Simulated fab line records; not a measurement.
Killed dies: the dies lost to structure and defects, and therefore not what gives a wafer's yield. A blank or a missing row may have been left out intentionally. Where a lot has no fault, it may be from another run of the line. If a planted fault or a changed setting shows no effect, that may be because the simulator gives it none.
One fault through the eyes of 2 desks || flow sky130 || only its own numbers are on each desk; what lay behind them is given at the end

THE TOOL OWNER'S DESK: pvd-sputter-04
The tool's own readings at SKY_METAL2_SPUTTER_03 (material Ti, target thk 5 nm, time 3.3 s): means of the sampled wafers that have a number, for each lot that ran on this tool. If a lot's mean is further than 4 standard deviations from the usual mean, the lot is out of limits and carries the mark OUT (the distance appears in the brackets).
Columns: A = cathode-dc-power-W at SKY_METAL2_SPUTTER_03, usual 3000.1 W; B = throttle-valve-pct at SKY_METAL2_SPUTTER_03, usual 30.4 %
{"lot": "L312", "first seen here": "day 34 12:05", "A": 2999.9, "B": 30.3}
{"lot": "L316", "first seen here": "day 36 08:52", "A": 3000.2, "B": 30.3}
{"lot": "L319", "first seen here": "day 36 16:19", "A": 2999.9, "B": 29.9}
{"lot": "L322", "first seen here": "day 38 01:20", "A": 3000.2, "B": 30.3}
{"lot": "L325", "first seen here": "day 38 11:32", "A": "3248.7 (+99 or more) OUT", "B": 30.2}
{"lot": "L330", "first seen here": "day 39 23:47", "A": "3248.7 (+99 or more) OUT", "B": 29.7}
{"lot": "L333", "first seen here": "day 42 17:36", "A": 3000.1, "B": 30.0}
This desk finds L325, L330 out of limits, L325 being first, at day 38 11:32 (cathode-dc-power-W at SKY_METAL2_SPUTTER_03). In limits: L312, L316, L319, L322, L333.

AT THE METROLOGY DESK
What the gauges read for every lot (on any tool): the sampled wafers with a number, averaged. If a lot's mean is further than 4 standard deviations from the usual mean, the lot is out of limits and carries the mark OUT (the distance appears in the brackets).
Columns: A = VIA1_OVL at SKY_VIA1_OVL_MEAS_13, usual 0 nm; B = cd-nm at SKY_METAL2_CD_MEAS_15, usual 139.5 nm
{"lot": "L312", "first seen here": "day 34 10:37", "A": 3, "B": 139.5}
{"lot": "L313", "first seen here": "day 34 11:15", "A": -6, "B": 137.1}
{"lot": "L314", "first seen here": "day 35 01:27", "A": 3, "B": 140.0}
{"lot": "L316", "first seen here": "day 36 07:22", "A": -5, "B": 140.5}
{"lot": "L317", "first seen here": "day 36 08:08", "A": 2, "B": 136.4}
{"lot": "L318", "first seen here": "day 36 10:01", "A": -6, "B": 138.4}
{"lot": "L319", "first seen here": "day 36 14:52", "A": 2, "B": 141.2}
{"lot": "L322", "first seen here": "day 37 23:54", "A": 3, "B": 140.2}
{"lot": "L325", "first seen here": "day 38 10:07", "A": 1, "B": 140.7}
{"lot": "L330", "first seen here": "day 39 22:19", "A": -1, "B": 140.1}
{"lot": "L332", "first seen here": "day 40 13:03", "A": 0, "B": 138.6}
{"lot": "L333", "first seen here": "day 42 16:06", "A": -1, "B": 141.0}
This desk's finding: nothing out of limits on any of the 12 lots.

BROUGHT TOGETHER
The tool owner's desk had the chance to raise an alarm at day 38 11:32 on L325, L330.
Metrology desk: nothing out of limits seen.
The metrology desk holds a record of L325, L330, inside its limits.
The lots listed all ran SKY_METAL2_SPUTTER_03 on pvd-sputter-04.

WHAT THE SIMULATOR HAD INSERTED
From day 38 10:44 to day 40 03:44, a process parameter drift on pvd-sputter-04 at SKY_METAL2_SPUTTER_03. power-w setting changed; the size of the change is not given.
Struck lots among those shown: L325, L330.
Delay in hours, fault start to first out-of-limits reading, by desk: the tool owner's desk at 1.
